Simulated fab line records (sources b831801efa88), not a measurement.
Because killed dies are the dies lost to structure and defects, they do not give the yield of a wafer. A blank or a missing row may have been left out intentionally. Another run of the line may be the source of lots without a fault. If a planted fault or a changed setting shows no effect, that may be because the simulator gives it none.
A lot that was struck, set against a sound lot + flow gf180mcu + 20 out of 602 route steps
Sound: wafers L470.3, L470.4, L470.6. Struck: wafer L475.6 (left out: L475.3, L475.5 of the same lot, which were not struck); the cause appears at the end.
Per side, at each step with rows, come the tool, then ch with its chambers, and then its first start. Under that, the readings that differ: sound wafers + struck wafers + difference of the means + sigmas: that difference in standard deviations of wafers without a fault.
alike: words and numbers the same on both sides, and readings whose means are apart by under 2 such deviations; not compared: readings that were withheld, readings missing a value for some wafer, numbers with overlapping values and no deviation given by the record, and bounds like >300 which may hide the same value.
A row with sigmas, a row that says differs or no value, or rows on one side alone: a step with any of these is where the two part. Numbers that have no deviation but don't overlap get no sigmas and don't part them. Lack of a reading on every wafer of one side parts them only where that side has two or more wafers.

GF_PSD_STRIP_10: strips in O2/N2.
  sound on plasma-asher-03 ch 0,1, day 15 03:38; struck on plasma-asher-02 ch 0, day 17 13:11
| reading                     | sound       | struck | difference | sigmas |
|-----------------------------|-------------|--------|------------|--------|
| drypump-motor-current-A (A) | 5.0 5.6 5.0 | 6.1    | +0.9       | +2     |
  alike: heater-power-w, oes-product-au, strip-time-to-endpoint-s
  not compared: rf-hours-counter-h
GF_PSD_TW_MEAS_11:
  sound: film-metro-01 at day 15 03:43; struck: film-metro-01 at day 17 13:16
  alike: PSD_TW
then, 1 step without rows for these wafers: GF_PSD_CLEAN_12 (cleans in SC1/SC2, time 150 s).
GF_PSD_RTA_13: time 20 s.
  sound on rtp-anneal-01 ch 0, day 15 03:50; struck on rtp-anneal-02 ch 0, day 17 13:27
| reading            | sound          | struck | difference | sigmas |
|--------------------|----------------|--------|------------|--------|
| lamp-power-pct (%) | 36.0 36.0 36.0 | 32.0   | -4.0       | -2     |
  alike: wafer_temp_C_max
GF_PSD_RS_MEAS_14: uses a four-point probe to measure.
  sound: film-metro-01 at day 15 03:56; struck: film-metro-04 at day 17 13:32
  alike: NSD_RS
GF_PSD_RS_MEAS_15: uses a four-point probe to measure.
  sound: film-metro-01 at day 15 04:03; struck: film-metro-04 at day 17 13:40
  alike: PSD_RS
GF_SAB_CVD_00: deposits SiO2 from TEOS, target thk 50 nm, time 4.9302 s.
  sound on pecvd-03 ch 1,2, day 15 04:08; struck on pecvd-01 ch 0, day 17 13:44
  alike: heater-power-outer-w, heater-power-w
  not compared: since-wet-clean-h
GF_SAB_THK_MEAS_01:
  sound: film-metro-03 at day 15 04:10; struck: film-metro-04 at day 17 13:47
  alike: SAB_CVD_00_THK
then, 4 steps without rows for these wafers: GF_SAB_DEHYDRATE_02 (time 60 s); GF_SAB_HMDS_03 (prime time 60 s); GF_SAB_COAT_04 (resist thk 1000 nm); GF_SAB_SOFTBAKE_05 (time 60 s).
GF_SAB_EXPOSE_06: exposes mask SAB, target cd 420 nm.
  sound on iline-stepper-02 ch 0, day 15 14:39; struck on iline-stepper-02 ch 0, day 18 01:55
  alike: mask
then, 2 steps without rows for these wafers: GF_SAB_PEB_07; GF_SAB_DEVELOP_08 (develop time 60 s).
GF_SAB_CD_MEAS_09: the cd target is 420 nm.
  sound: cd-sem-02 at day 16 01:32; struck: cd-sem-01 at day 18 13:23
| reading    | sound             | struck | difference | sigmas |
|------------|-------------------|--------|------------|--------|
| cd-nm (nm) | 418.6 419.3 418.8 | 396.8  | -22.1      | -10    |
GF_SAB_OVL_MEAS_10:
  sound: overlay-01 at day 16 01:37; struck: overlay-01 at day 18 13:28
  alike: SAB_OVL
GF_SAB_ETCH_11: etches SiO2 in C4F8/O2/Ar, target depth 55 nm, time 8.5 s.
  sound on rie-diel-04 ch 1,3, day 16 01:39; struck on rie-diel-02 ch 3, day 18 13:30
| reading              | sound           | struck | difference | sigmas |
|----------------------|-----------------|--------|------------|--------|
| model.SAB.cd-nm (nm) | 418 419.7 418.7 | 396.9  | -21.9      |        |
  alike: oes-product-au
  not compared: rf-hours-counter-h
then, 1 step without rows for these wafers: GF_SAB_WET_ETCH_12 (etches SiO2 in dHF, target depth 22 nm, time 440 s).
-- the record jumps here: 13 days lie between the struck wafers' starts before and after (it left off in module SAB and takes up again in module PASSIVATION, whose first step shown is number 602 of the route) --
GF_PASSIVATION_PROBE_99:
  sound: prober-01 at day 29 18:56; struck: prober-01 at day 31 20:13
| reading                            | sound          | struck | difference | sigmas |
|------------------------------------|----------------|--------|------------|--------|
| model.etest.ppoly-u.length-nm (nm) | 996 1000 999.8 | 981.8  | -16.8      |        |

## WHERE THEY PART
At GF_PSD_STRIP_10 first; at GF_SAB_CD_MEAS_09 last (within this record only). Later steps at which nothing parts them and some readings are alike: GF_SAB_OVL_MEAS_10, GF_SAB_ETCH_11.

WHY: whatever the simulator had introduced
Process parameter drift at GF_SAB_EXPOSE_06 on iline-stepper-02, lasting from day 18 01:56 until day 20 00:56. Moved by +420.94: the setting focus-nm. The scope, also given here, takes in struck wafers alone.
